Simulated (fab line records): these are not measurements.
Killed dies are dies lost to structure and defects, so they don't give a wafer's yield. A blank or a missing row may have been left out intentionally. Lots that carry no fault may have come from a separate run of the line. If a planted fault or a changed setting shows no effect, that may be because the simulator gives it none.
Split-lot study :: flow gf180mcu :: 23 wafers read from 5 lots, route of 602 steps

## ON THE SPLIT
At GF_HV_LDD_EXPOSE_28 (exposes mask Nplus HV AREA, target cd 400 nm), the setting dose mj was moved away from the recipe's 140 on 6 of the 23 wafers read, by -3.6% to +3.9%. For the rest of the wafers, this setting stayed at what the recipe calls for.

## FROM THE SPLIT TO THE READING: what the file shows between them, 2 steps
- GF_HV_LDD_PEB_29
- GF_HV_LDD_DEVELOP_30: develop time 60 s

## THE READING
cd nm (nm) at GF_HV_LDD_CD_MEAS_31, where the cd target is 400 nm. Typical for fault-free wafers on this fab line: 398.4 nm, with standard deviation 2.3 nm.

wafer: L074.1
tool, chamber at the split: iline stepper-01, 0
dose mj as run: 140
against the recipe: recipe
cd nm, nm: 398.6
against lot-mates on the recipe: -

wafer: L074.2
tool, chamber at the split: iline stepper-01, 0
dose mj as run: 135
against the recipe: -3.6%
cd nm, nm: 390.5
against lot-mates on the recipe: -9.5

wafer: L074.3
tool, chamber at the split: iline stepper-01, 0
dose mj as run: 135
against the recipe: -3.6%
cd nm, nm: 390.0
against lot-mates on the recipe: -10.0

wafer: L074.5
tool, chamber at the split: iline stepper-01, 0
dose mj as run: 140
against the recipe: recipe
cd nm, nm: 401.4
against lot-mates on the recipe: -

wafer: L074.6
tool, chamber at the split: iline stepper-01, 0
dose mj as run: 135
against the recipe: -3.6%
cd nm, nm: 389.5
against lot-mates on the recipe: -10.5

wafer: L075.2
tool, chamber at the split: iline stepper-01, 0
dose mj as run: 140
against the recipe: recipe
cd nm, nm: 400.3
against lot-mates on the recipe: -

wafer: L075.4
tool, chamber at the split: iline stepper-01, 0
dose mj as run: 140
against the recipe: recipe
cd nm, nm: 402.6
against lot-mates on the recipe: -

wafer: L075.5
tool, chamber at the split: iline stepper-01, 0
dose mj as run: 140
against the recipe: recipe
cd nm, nm: 402.2
against lot-mates on the recipe: -

wafer: L082.2
tool, chamber at the split: iline stepper-01, 0
dose mj as run: 140
against the recipe: recipe
cd nm, nm: 396.6
against lot-mates on the recipe: -

wafer: L082.3
tool, chamber at the split: iline stepper-01, 0
dose mj as run: 140
against the recipe: recipe
cd nm, nm: 396.4
against lot-mates on the recipe: -

wafer: L082.4
tool, chamber at the split: iline stepper-01, 0
dose mj as run: 140
against the recipe: recipe
cd nm, nm: 397.2
against lot-mates on the recipe: -

wafer: L082.5
tool, chamber at the split: iline stepper-01, 0
dose mj as run: 140
against the recipe: recipe
cd nm, nm: 397.1
against lot-mates on the recipe: -

wafer: L082.6
tool, chamber at the split: iline stepper-01, 0
dose mj as run: 140
against the recipe: recipe
cd nm, nm: 397.7
against lot-mates on the recipe: -

wafer: L083.1
tool, chamber at the split: iline stepper-01, 0
dose mj as run: 140
against the recipe: recipe
cd nm, nm: 395.5
against lot-mates on the recipe: -

wafer: L083.2
tool, chamber at the split: iline stepper-01, 0
dose mj as run: 145.5
against the recipe: +3.9%
cd nm, nm: 406.5
against lot-mates on the recipe: +9.6

wafer: L083.3
tool, chamber at the split: iline stepper-01, 0
dose mj as run: 145.5
against the recipe: +3.9%
cd nm, nm: 410.6
against lot-mates on the recipe: +13.7

wafer: L083.4
tool, chamber at the split: iline stepper-01, 0
dose mj as run: 145.5
against the recipe: +3.9%
cd nm, nm: 409.4
against lot-mates on the recipe: +12.4

wafer: L083.5
tool, chamber at the split: iline stepper-01, 0
dose mj as run: 140
against the recipe: recipe
cd nm, nm: 398.4
against lot-mates on the recipe: -

wafer: L085.1
tool, chamber at the split: iline stepper-01, 0
dose mj as run: 140
against the recipe: recipe
cd nm, nm: 399.9
against lot-mates on the recipe: -

wafer: L085.2
tool, chamber at the split: iline stepper-01, 0
dose mj as run: 140
against the recipe: recipe
cd nm, nm: 399.1
against lot-mates on the recipe: -

wafer: L085.3
tool, chamber at the split: iline stepper-01, 0
dose mj as run: 140
against the recipe: recipe
cd nm, nm: 398.0
against lot-mates on the recipe: -

wafer: L085.5
tool, chamber at the split: iline stepper-01, 0
dose mj as run: 140
against the recipe: recipe
cd nm, nm: 398.9
against lot-mates on the recipe: -

wafer: L085.6
tool, chamber at the split: iline stepper-01, 0
dose mj as run: 140
against the recipe: recipe
cd nm, nm: 400.0
against lot-mates on the recipe: -

THE FIT
A straight line over all 23 wafers: cd nm changes by +2.51 nm for each +1% of dose mj; r = +0.94; the points scatter about the line by 1.9 nm.
The same after taking each lot's own level away (the mean of its wafers on the recipe; 23 wafers): +2.92 nm for each +1%; r = +0.98; scatter 1.1 nm.
Per that fit: largest dose mj move, reading shift of 11 nm.
Across the lots, their own levels run from 396.95 to 401.70 nm, a range of 2.1 times the standard deviation given above.
Thus the slope moves with the lot-to-lot level: the two fits are different.
Check: for one of the wafers moved furthest among these (+3.9%), held out of the fit, the line's prediction against its lot-mates is +12.2 nm. Against them it came out at +9.55 nm.

## THE OTHER SPLITS THESE WAFERS WENT THROUGH
These wafers also went through other splits before the reading. Each is held against what the fit with the lots' levels taken away leaves over:
other split on the same wafers: GF_VT_IMPLANT_IMPLANT_30 energy kev
wafers away from the commonest value: 11
r with cd nm (lot level and that fit taken away): +0.13

other split on the same wafers: GF_VT_IMPLANT_IMPLANT_41 energy kev
wafers away from the commonest value: 8
r with cd nm (lot level and that fit taken away): +0.10

other split on the same wafers: GF_DUAL_GATE_OXIDATION_02 temp c
wafers away from the commonest value: 18
r with cd nm (lot level and that fit taken away): -0.11

other split on the same wafers: GF_DUAL_GATE_STRIP_13 power w
wafers away from the commonest value: 8
r with cd nm (lot level and that fit taken away): +0.19

other split on the same wafers: GF_HV_LDD_DEVELOP_06 develop time s
wafers away from the commonest value: 9
r with cd nm (lot level and that fit taken away): -0.07

other split on the same wafers: GF_HV_LDD_IMPLANT_21 energy kev
wafers away from the commonest value: 5
r with cd nm (lot level and that fit taken away): -0.18

## FILE'S OWN FIT
cd nm changes by +2.92 nm for each +1% of dose mj, r = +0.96.
